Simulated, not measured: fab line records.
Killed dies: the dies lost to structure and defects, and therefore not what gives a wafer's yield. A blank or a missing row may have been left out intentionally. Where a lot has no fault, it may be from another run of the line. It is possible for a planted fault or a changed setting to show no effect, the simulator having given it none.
A single fault, viewed from 2 desks ; flow sky130 ; only its own numbers are on each desk; what lay behind them is given at the end

## THE METROLOGY DESK
What the gauges read, lot by lot, whatever tool the lot ran on: means of the sampled wafers that have a number. If a lot's mean is further than 4 standard deviations from the usual mean, the lot is out of limits and carries the mark OUT (the distance appears in the brackets).
Columns: A = POLY_GATE_CVD_03_THK at SKY_POLY_GATE_THK_MEAS_04, usual 74.9 nm; B = CONTACT_CVD_00_THK at SKY_CONTACT_THK_MEAS_01, usual 74.6 nm
lot;first seen here;A;B
L748;day 15 05:11;74.4;76.2
L749;day 15 14:56;75.2;74.9
L750;day 15 16:17;76.0;74.3
L753;day 17 06:30;75.3;73.8
L754;day 17 10:07;75.4;74.2
L755;day 17 16:06;74.7;74.4
L756;day 17 23:37;74.9;74.5
L757;day 18 11:50;74.2;73.6
L759;day 19 04:34;75.3;75.2
L762;day 20 06:05;75.0;86.7 (+14) OUT
L763;day 20 16:58;74.9;86.6 (+14) OUT
This desk finds L762, L763 out of limits, with the earliest case on L762 at day 35 01:16 (CONTACT_CVD_00_THK at SKY_CONTACT_THK_MEAS_01). L748, L749, L750, L753, L754, L755, L756, L757, L759 stayed within limits.

## AT THE TOOL OWNER'S DESK: pecvd-03
The tool's own readings at SKY_CONTACT_CVD_00 (deposits Si3N4, target thk 75 nm): means of the sampled wafers that have a number, for each lot that ran on this tool. If a lot's mean is further than 4 standard deviations from the usual mean, the lot is out of limits and carries the mark OUT (the distance appears in the brackets).
Columns: A = heater-power-w at SKY_CONTACT_CVD_00, usual 689 W; B = rf-fwd-power-W at SKY_CONTACT_CVD_00, usual 443.1 W
lot;first seen here;A;B
L748;day 30 06:38;671;443.3
L750;day 30 22:45;656;445.0
L753;day 32 12:07;722;443.1
L756;day 33 08:25;780;439.2
L757;day 33 13:26;696;443.4
L762;day 35 01:14;735;441.3
L763;day 35 10:49;714;442.1
Finding of this desk: none of the 7 lots has anything out of limits.

## PUT TOGETHER
On L762, L763, the metrology desk was in a position to raise an alarm at day 35 01:16.
Nothing out of limits was seen by the tool owner's desk.
Tool owner's desk: L762, L763 on record, inside its limits.
The lots listed all ran SKY_CONTACT_CVD_00 on pecvd-03.

## WHAT THE SIMULATOR PUT IN
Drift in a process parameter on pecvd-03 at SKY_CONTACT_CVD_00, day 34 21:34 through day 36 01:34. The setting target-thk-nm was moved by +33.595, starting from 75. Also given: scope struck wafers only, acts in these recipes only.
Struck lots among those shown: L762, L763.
Per desk, hours elapsed from the start of the fault to the first reading out of limits: for the metrology desk, 4.
